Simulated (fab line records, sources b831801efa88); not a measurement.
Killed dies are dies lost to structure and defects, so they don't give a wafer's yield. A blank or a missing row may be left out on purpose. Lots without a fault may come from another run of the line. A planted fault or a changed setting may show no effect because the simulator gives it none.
One fault seen from 2 desks | flow sky130 | each desk has only its own numbers; what lay behind them comes last

THE METROLOGY DESK
What the gauges read, lot by lot, whatever tool the lot ran on: means of the sampled wafers that have a number. A lot is out of limits, marked OUT, if its mean lies more than 4 standard deviations from the usual mean; the brackets give that distance.
Columns: A = METAL2_OVL at SKY_METAL2_OVL_MEAS_16, usual 0 nm; B = CAPM_CVD_00_THK at SKY_CAPM_THK_MEAS_01, usual 15.45 nm
lot  | first seen here | A  | B
L463 | day 35 20:56    | -1 | 15.22
L464 | day 35 23:59    | 9  | 15.40
L468 | day 36 11:01    | 4  | 15.44
L467 | day 36 15:29    | -4 | 15.68
L469 | day 37 17:16    | 1  | 15.58
L473 | day 38 18:44    | 2  | 16.50 (+4.6) OUT
L481 | day 40 16:37    | 7  | 15.37
L482 | day 40 23:11    | 0  | 15.71
L483 | day 41 05:44    | 0  | 15.58
L484 | day 41 11:50    | -2 | 15.49
L485 | day 41 18:40    | -7 | 15.36
This desk's finding: out of limits on L473; first on L473, day 39 23:07 (CAPM_CVD_00_THK at SKY_CAPM_THK_MEAS_01). In limits: L463, L464, L468, L467, L469, L481, L482, L483, L484, L485.

THE TOOL OWNER'S DESK: pecvd-01
The tool's own readings at SKY_CAPM_CVD_00 (deposits SiO2, target thk 15.5 nm): means of the sampled wafers that have a number, for each lot that ran on this tool. A lot is out of limits, marked OUT, if its mean lies more than 4 standard deviations from the usual mean; the brackets give that distance.
Columns: A = heater_power_w at SKY_CAPM_CVD_00, usual 722 W
lot  | first seen here | A
L463 | day 37 01:30    | 781
L464 | day 37 04:35    | 668
L468 | day 37 15:43    | 772
L469 | day 38 21:52    | 754
L473 | day 39 23:05    | 768
This desk's finding: nothing out of limits on any of the 5 lots.

PUT TOGETHER
The metrology desk could have raised an alarm at day 39 23:07, on L473.
The tool owner's desk saw nothing out of limits.
The tool owner's desk has L473 on record, within its limits.
Of the lots named, all ran SKY_CAPM_CVD_00 on pecvd-01.

WHAT THE SIMULATOR HAD PUT IN
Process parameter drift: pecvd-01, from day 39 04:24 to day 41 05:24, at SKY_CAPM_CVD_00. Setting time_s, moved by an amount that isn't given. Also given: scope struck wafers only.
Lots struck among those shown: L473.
Hours from the fault's start to each desk's first reading out of limits: the metrology desk, 19.
